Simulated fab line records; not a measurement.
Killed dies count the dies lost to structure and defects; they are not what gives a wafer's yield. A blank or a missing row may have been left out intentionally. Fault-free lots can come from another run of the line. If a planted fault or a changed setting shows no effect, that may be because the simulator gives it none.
One fault through the eyes of 2 desks | flow sky130 | numbers are kept per desk, each desk with only its own; the story behind them comes last

## THE METROLOGY DESK
What the gauges read for every lot (on any tool): the sampled wafers with a number, averaged. If a lot's mean is further than 4 standard deviations from the usual mean, the lot is out of limits and carries the mark OUT (the distance appears in the brackets).
Columns: A = SD_N_TW at SKY_SD_N_TW_MEAS_12, usual 4023; B = SD_N_RS at SKY_SD_N_RS_MEAS_16, usual 68.47 ohm/sq; C = LI_CONTACT_HDPCVD_THK at SKY_LI_CONTACT_THK_MEAS_01, usual 924 nm
lot  | first seen here | A              | B                        | C
L892 | day 29 12:41    | 3984           | 68.39                    | 931
L896 | day 30 20:32    | 3982           | 68.40                    | 933
L899 | day 31 07:02    | 4070           | 68.41                    | 928
L902 | day 32 10:58    | 4054           | 68.44                    | 904
L904 | day 33 07:01    | 3998           | 68.56                    | 926
L905 | day 33 13:02    | 3986           | 68.59                    | 914
L906 | day 33 17:15    | 3462 (-15) OUT | 162.77 (+99 or more) OUT | -
L907 | day 34 08:22    | 3411 (-16) OUT | 159.50 (+99 or more) OUT | -
L911 | day 36 07:55    | 4033           | 68.56                    | 939
L910 | day 36 10:10    | 4031           | 68.48                    | 937
This desk's finding: out of limits on L906, L907; first on L906, day 33 17:15 (SD_N_TW at SKY_SD_N_TW_MEAS_12). L892, L896, L899, L902, L904, L905, L911, L910 stayed within limits.

## TOOL OWNER'S DESK, implanter-04
For each lot that ran on this tool, the mean over its sampled wafers that have a number, from the tool's own readings at SKY_SD_N_IMPLANT_09. If a lot's mean is further than 4 standard deviations from the usual mean, the lot is out of limits and carries the mark OUT (the distance appears in the brackets).
Columns: A = beam_on_s at SKY_SD_N_IMPLANT_09, usual 18.0 s; B = dose_ions_cm2 at SKY_SD_N_IMPLANT_09, usual 4e+15; C = end_station_pressure_torr at SKY_SD_N_IMPLANT_09, usual 1.34e-05 Torr; D = faraday_current_uA at SKY_SD_N_IMPLANT_09, usual 12204
lot  | first seen here | A               | B                       | C                   | D
L896 | day 30 20:09    | 16.6            | 4e+15                   | 1.34e-05            | 13163
L904 | day 33 06:37    | 17.1            | 4e+15                   | 1.45e-05            | 12795
L906 | day 33 16:53    | 10.0 (-6.6) OUT | 5e+14 (-99 or more) OUT | 7.13e-06 (-6.3) OUT | 2744 (-12) OUT
L907 | day 34 07:58    | 9.8 (-6.8) OUT  | 5e+14 (-99 or more) OUT | 6.97e-06 (-6.4) OUT | 2796 (-12) OUT
Finding of this desk: L906, L907 out of limits; the first was L906 at day 33 16:53, on beam_on_s at SKY_SD_N_IMPLANT_09. L896, L904 stayed within limits.

## ALL TOGETHER
The tool owner's desk could have raised an alarm at day 33 16:53, on L906, L907.
On L906, L907, the metrology desk was in a position to raise an alarm at day 33 17:15.
All the named lots went through SKY_SD_N_IMPLANT_09 on implanter-04.

## WHAT HAD BEEN PUT IN BY THE SIMULATOR
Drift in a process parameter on implanter-04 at SKY_SD_N_IMPLANT_09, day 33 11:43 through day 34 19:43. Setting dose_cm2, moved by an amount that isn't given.
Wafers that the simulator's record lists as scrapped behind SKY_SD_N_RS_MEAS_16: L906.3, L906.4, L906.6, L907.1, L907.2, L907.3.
Struck lots among those shown: L906, L907.
Counting hours from when the fault started, the first reading out of limits came at 5 for the tool owner's desk and at 6 for the metrology desk.
